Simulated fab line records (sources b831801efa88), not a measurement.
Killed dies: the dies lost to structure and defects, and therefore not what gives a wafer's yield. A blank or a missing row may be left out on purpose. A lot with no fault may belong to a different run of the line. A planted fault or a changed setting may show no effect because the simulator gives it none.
What tool caused it? :: flow sky130 :: 11 lots, 33 wafers sampled, at 6 steps of a route of 708

WHAT THE GAUGES READ, wafer by wafer
SKY_NWELL_TW_MEAS_15.
lot: L767
measured: day 4 10:50
on: film-metro-04
NWELL_TW: 1818 1824 1840

lot: L768
measured: day 4 21:36
on: film-metro-04
NWELL_TW: 1822 1839 1837

lot: L770
measured: day 5 05:05
on: film-metro-02
NWELL_TW: 1801 1808 1821

lot: L771
measured: day 5 09:25
on: film-metro-02
NWELL_TW: 1805 1805 1815

lot: L774
measured: day 6 05:01
on: film-metro-02
NWELL_TW: 1820 1810 1811

lot: L780
measured: day 7 15:08
on: film-metro-02
NWELL_TW: 30 30 30 30 30 30

lot: L784
measured: day 8 23:47
on: film-metro-04
NWELL_TW: 1835 1843 1840

lot: L785
measured: day 9 03:59
on: film-metro-03
NWELL_TW: 1830 1817 1833

lot: L788
measured: day 9 18:44
on: film-metro-03
NWELL_TW: 1815 1815 1827

lot: L789
measured: day 9 21:41
on: film-metro-02
NWELL_TW: 1803 1802 1808

lot: L790
measured: day 10 05:23
on: film-metro-02
NWELL_TW: 1837 1826 1843

SKY_SONOS_ONO_OVL_MEAS_14.
lot: L767
measured: day 12 09:33
on: overlay-02
SONOS_ONO_OVL (nm): -0.7 -0.1 0.4

lot: L768
measured: day 12 23:53
on: overlay-01
SONOS_ONO_OVL (nm): 2.1 -0.8 -0.4

lot: L770
measured: day 13 17:16
on: overlay-01
SONOS_ONO_OVL (nm): -1.2 -0.8 -1.8

lot: L771
measured: day 13 23:07
on: overlay-02
SONOS_ONO_OVL (nm): -0.3 -1.8 -2.4

lot: L774
measured: day 14 22:32
on: overlay-01
SONOS_ONO_OVL (nm): -1.0 -0.9 -1.2

lot: L784
measured: day 18 20:40
on: overlay-02
SONOS_ONO_OVL (nm): -0.8 -1.5 0.6

lot: L785
measured: day 19 05:35
on: overlay-02
SONOS_ONO_OVL (nm): 0.0 0.5 -1.1

lot: L788
measured: day 20 03:29
on: overlay-01
SONOS_ONO_OVL (nm): 1.5 0.2 -1.0

lot: L789
measured: day 20 04:56
on: overlay-02
SONOS_ONO_OVL (nm): 0.4 0.2 -1.1

lot: L790
measured: day 20 15:10
on: overlay-01
SONOS_ONO_OVL (nm): 1.5 -0.7 -0.9

SKY_POLY_GATE_CD_MEAS_22.
lot: L767
measured: day 16 05:58
on: cd-sem-01
cd-nm (nm): 151.8 151.8 152.5

lot: L768
measured: day 16 18:57
on: cd-sem-01
cd-nm (nm): 147.5 149.5 151.7

lot: L770
measured: day 17 17:05
on: cd-sem-01
cd-nm (nm): 150.5 147.7 149.8

lot: L771
measured: day 17 22:16
on: cd-sem-01
cd-nm (nm): 148.9 148.5 150.1

lot: L774
measured: day 19 01:07
on: cd-sem-02
cd-nm (nm): 148.6 148.2 150.3

lot: L784
measured: day 23 17:31
on: cd-sem-02
cd-nm (nm): 150.2 150.0 149.7

lot: L785
measured: day 23 18:34
on: cd-sem-02
cd-nm (nm): 145.2 146.3 146.5

lot: L788
measured: day 24 07:22
on: cd-sem-02
cd-nm (nm): 147.4 150.5 150.0

lot: L789
measured: day 24 08:08
on: cd-sem-02
cd-nm (nm): 151.5 150.6 150.3

lot: L790
measured: day 24 19:20
on: cd-sem-01
cd-nm (nm): 151.8 151.5 150.2

TOOL THAT RAN EACH LOT (tool first, then ch and the chambers of the sampled wafers, then the start)
lot: L767
SKY_PWDE_STRIP_09: plasma-asher-03 ch 0,1, day 3 17:18
SKY_NWELL_STRIP_14: plasma-asher-01 ch 1, day 4 10:43
SKY_VT_ADJUST_HVTR_STRIP_10: plasma-asher-02 ch 0,1, day 9 06:25

lot: L768
SKY_PWDE_STRIP_09: plasma-asher-03 ch 0,1, day 4 04:07
SKY_NWELL_STRIP_14: plasma-asher-01 ch 0,1, day 4 21:30
SKY_VT_ADJUST_HVTR_STRIP_10: plasma-asher-03 ch 0,1, day 9 20:22

lot: L770
SKY_PWDE_STRIP_09: plasma-asher-03 ch 0,1, day 4 11:15
SKY_NWELL_STRIP_14: plasma-asher-01 ch 0,1, day 5 04:59
SKY_VT_ADJUST_HVTR_STRIP_10: plasma-asher-03 ch 0,1, day 10 08:50

lot: L771
SKY_PWDE_STRIP_09: plasma-asher-01 ch 0,1, day 4 16:41
SKY_NWELL_STRIP_14: plasma-asher-01 ch 0,1, day 5 09:17
SKY_VT_ADJUST_HVTR_STRIP_10: plasma-asher-03 ch 0,1, day 10 11:11

lot: L774
SKY_PWDE_STRIP_09: plasma-asher-01 ch 0,1, day 5 11:21
SKY_NWELL_STRIP_14: plasma-asher-02 ch 0,1, day 6 04:55
SKY_VT_ADJUST_HVTR_STRIP_10: plasma-asher-01 ch 0,1, day 11 12:36

lot: L780
SKY_PWDE_STRIP_09: plasma-asher-01 ch 0,1, day 6 18:46
SKY_NWELL_STRIP_14: plasma-asher-01 ch 0,1, day 7 15:02
SKY_VT_ADJUST_HVTR_STRIP_10: -

lot: L784
SKY_PWDE_STRIP_09: plasma-asher-03 ch 0,1, day 8 02:08
SKY_NWELL_STRIP_14: plasma-asher-03 ch 0,1, day 8 23:41
SKY_VT_ADJUST_HVTR_STRIP_10: plasma-asher-03 ch 0,1, day 15 02:13

lot: L785
SKY_PWDE_STRIP_09: plasma-asher-04 ch 0,1, day 8 06:28
SKY_NWELL_STRIP_14: plasma-asher-03 ch 0,1, day 9 03:52
SKY_VT_ADJUST_HVTR_STRIP_10: plasma-asher-03 ch 1, day 15 07:48

lot: L788
SKY_PWDE_STRIP_09: plasma-asher-03 ch 0,1, day 8 20:52
SKY_NWELL_STRIP_14: plasma-asher-01 ch 0, day 9 18:37
SKY_VT_ADJUST_HVTR_STRIP_10: plasma-asher-03 ch 0,1, day 16 02:35

lot: L789
SKY_PWDE_STRIP_09: plasma-asher-04 ch 0,1, day 8 23:34
SKY_NWELL_STRIP_14: plasma-asher-03 ch 0,1, day 9 21:35
SKY_VT_ADJUST_HVTR_STRIP_10: plasma-asher-02 ch 0,1, day 16 05:16

lot: L790
SKY_PWDE_STRIP_09: plasma-asher-03 ch 0,1, day 9 06:57
SKY_NWELL_STRIP_14: plasma-asher-01 ch 0,1, day 10 05:16
SKY_VT_ADJUST_HVTR_STRIP_10: plasma-asher-02 ch 0,1, day 16 13:32
- SKY_PWDE_STRIP_09: strips in O2/N2.
- SKY_NWELL_STRIP_14: strips in O2/N2.
- SKY_VT_ADJUST_HVTR_STRIP_10: strips in O2/N2.

WHAT THE TOOLS THEMSELVES READ (means of the sampled wafers that have a number; where no wafer has one, the mark that the record gives instead)
SKY_PWDE_STRIP_09.
lot: L767
tool: plasma-asher-03
drypump-motor-current-A (A): 5.5
oes-product-au (a.u.): 0.722
strip-time-to-endpoint-s (s): 36.87

lot: L768
tool: plasma-asher-03
drypump-motor-current-A (A): 5.3
oes-product-au (a.u.): 0.722
strip-time-to-endpoint-s (s): 36.94

lot: L770
tool: plasma-asher-03
drypump-motor-current-A (A): 5.5
oes-product-au (a.u.): 0.720
strip-time-to-endpoint-s (s): 36.96

lot: L771
tool: plasma-asher-01
drypump-motor-current-A (A): 5.9
oes-product-au (a.u.): 0.722
strip-time-to-endpoint-s (s): 36.89

lot: L774
tool: plasma-asher-01
drypump-motor-current-A (A): 5.6
oes-product-au (a.u.): 0.723
strip-time-to-endpoint-s (s): 36.97

lot: L780
tool: plasma-asher-01
drypump-motor-current-A (A): 5.9
oes-product-au (a.u.): 0.948
strip-time-to-endpoint-s (s): -

lot: L784
tool: plasma-asher-03
drypump-motor-current-A (A): 5.6
oes-product-au (a.u.): 0.723
strip-time-to-endpoint-s (s): 36.98

lot: L785
tool: plasma-asher-04
drypump-motor-current-A (A): 5.1
oes-product-au (a.u.): 0.719
strip-time-to-endpoint-s (s): 37.04

lot: L788
tool: plasma-asher-03
drypump-motor-current-A (A): 5.5
oes-product-au (a.u.): 0.724
strip-time-to-endpoint-s (s): 36.98

lot: L789
tool: plasma-asher-04
drypump-motor-current-A (A): 5.1
oes-product-au (a.u.): 0.725
strip-time-to-endpoint-s (s): 36.85

lot: L790
tool: plasma-asher-03
drypump-motor-current-A (A): 5.3
oes-product-au (a.u.): 0.724
strip-time-to-endpoint-s (s): 36.99

SKY_NWELL_STRIP_14.
lot: L767
tool: plasma-asher-01
drypump-motor-current-A (A): 5.4
oes-product-au (a.u.): 0.721
strip-time-to-endpoint-s (s): 36.92

lot: L768
tool: plasma-asher-01
drypump-motor-current-A (A): 5.6
oes-product-au (a.u.): 0.717
strip-time-to-endpoint-s (s): 37.09

lot: L770
tool: plasma-asher-01
drypump-motor-current-A (A): 5.6
oes-product-au (a.u.): 0.724
strip-time-to-endpoint-s (s): 36.86

lot: L771
tool: plasma-asher-01
drypump-motor-current-A (A): 5.9
oes-product-au (a.u.): 0.724
strip-time-to-endpoint-s (s): 36.98

lot: L774
tool: plasma-asher-02
drypump-motor-current-A (A): 6.3
oes-product-au (a.u.): 0.721
strip-time-to-endpoint-s (s): 37.05

lot: L780
tool: plasma-asher-01
drypump-motor-current-A (A): 5.9
oes-product-au (a.u.): 0.727
strip-time-to-endpoint-s (s): 55.57

lot: L784
tool: plasma-asher-03
drypump-motor-current-A (A): 5.3
oes-product-au (a.u.): 0.726
strip-time-to-endpoint-s (s): 37.04

lot: L785
tool: plasma-asher-03
drypump-motor-current-A (A): 5.5
oes-product-au (a.u.): 0.722
strip-time-to-endpoint-s (s): 37.06

lot: L788
tool: plasma-asher-01
drypump-motor-current-A (A): 6.1
oes-product-au (a.u.): 0.720
strip-time-to-endpoint-s (s): 36.97

lot: L789
tool: plasma-asher-03
drypump-motor-current-A (A): 5.3
oes-product-au (a.u.): 0.723
strip-time-to-endpoint-s (s): 37.13

lot: L790
tool: plasma-asher-01
drypump-motor-current-A (A): 5.9
oes-product-au (a.u.): 0.723
strip-time-to-endpoint-s (s): 36.87

SKY_VT_ADJUST_HVTR_STRIP_10.
lot: L767
tool: plasma-asher-02
drypump-motor-current-A (A): 6.3
oes-product-au (a.u.): 0.713
strip-time-to-endpoint-s (s): 14.25

lot: L768
tool: plasma-asher-03
drypump-motor-current-A (A): 5.5
oes-product-au (a.u.): 0.720
strip-time-to-endpoint-s (s): 14.20

lot: L770
tool: plasma-asher-03
drypump-motor-current-A (A): 5.5
oes-product-au (a.u.): 0.720
strip-time-to-endpoint-s (s): 14.13

lot: L771
tool: plasma-asher-03
drypump-motor-current-A (A): 5.5
oes-product-au (a.u.): 0.711
strip-time-to-endpoint-s (s): 14.23

lot: L774
tool: plasma-asher-01
drypump-motor-current-A (A): 5.6
oes-product-au (a.u.): 0.712
strip-time-to-endpoint-s (s): 14.18

lot: L784
tool: plasma-asher-03
drypump-motor-current-A (A): 5.6
oes-product-au (a.u.): 0.712
strip-time-to-endpoint-s (s): 14.27

lot: L785
tool: plasma-asher-03
drypump-motor-current-A (A): 5.8
oes-product-au (a.u.): 0.719
strip-time-to-endpoint-s (s): 14.24

lot: L788
tool: plasma-asher-03
drypump-motor-current-A (A): 5.6
oes-product-au (a.u.): 0.712
strip-time-to-endpoint-s (s): 14.11

lot: L789
tool: plasma-asher-02
drypump-motor-current-A (A): 6.3
oes-product-au (a.u.): 0.721
strip-time-to-endpoint-s (s): 14.24

lot: L790
tool: plasma-asher-02
drypump-motor-current-A (A): 6.3
oes-product-au (a.u.): 0.722
strip-time-to-endpoint-s (s): 14.20

THE ANSWER, worked out from the rows above alone
Rule: the usual values come from the lots themselves. The widest of any qualifying gaps counts: lots, ordered by their means at a reading, are off when they make up no more than a third of the lots, leave a main group of 4 or more, and stand apart from it by 3 or more times the standard deviation of that group's means. The tables above print the reading to a certain number of digits; a main group whose means all agree to those digits is not used. A lot without any number at a reading at which 4 lots or more have one is off too. Any other lot the step has rows for is counted as sound. First the gauges in route order, then the tools' own readings, where a lot's mean is used as printed above. The first step at which some lot is off is used, and at that step the reading that is off furthest; a lot without a number counts as furthest.
Off: at SKY_NWELL_TW_MEAS_15 (NWELL_TW), L780. Mean 1822 and standard deviation 12 in the main group.
If a tool, at a process step before that reading, ran all the lots that are off and no sound lot after the first of them, it fits. Not tried: the gauges at SKY_NWELL_TW_MEAS_15; whatever is off there is also off at SKY_PWDE_STRIP_09, on other tools, and gauge error can't account for it. One fits: SKY_PWDE_STRIP_09 on plasma-asher-01. A fault onset in the window from L774 (day 5 11:21, its last sound lot) to L780 (day 6 18:46, its first lot off) fits.
The tool's own readings at SKY_PWDE_STRIP_09 bear it out: on the lots that are off they differ by more than 5 times the standard deviation of the sound lots' means. oes-product-au reads 0.948 a.u. there against 0.722 a.u. on the sound lots.
Blank at SKY_PWDE_STRIP_09 on the lots that are off, where sound lots have numbers: strip-time-to-endpoint-s.

WHAT HAD BEEN PUT IN BY THE SIMULATOR
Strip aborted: plasma-asher-01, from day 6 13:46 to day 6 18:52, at SKY_PWDE_STRIP_09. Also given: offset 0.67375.
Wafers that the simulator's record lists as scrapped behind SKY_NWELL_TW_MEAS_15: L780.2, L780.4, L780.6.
Lots struck among those shown: L780. This agrees with what the rule above found.
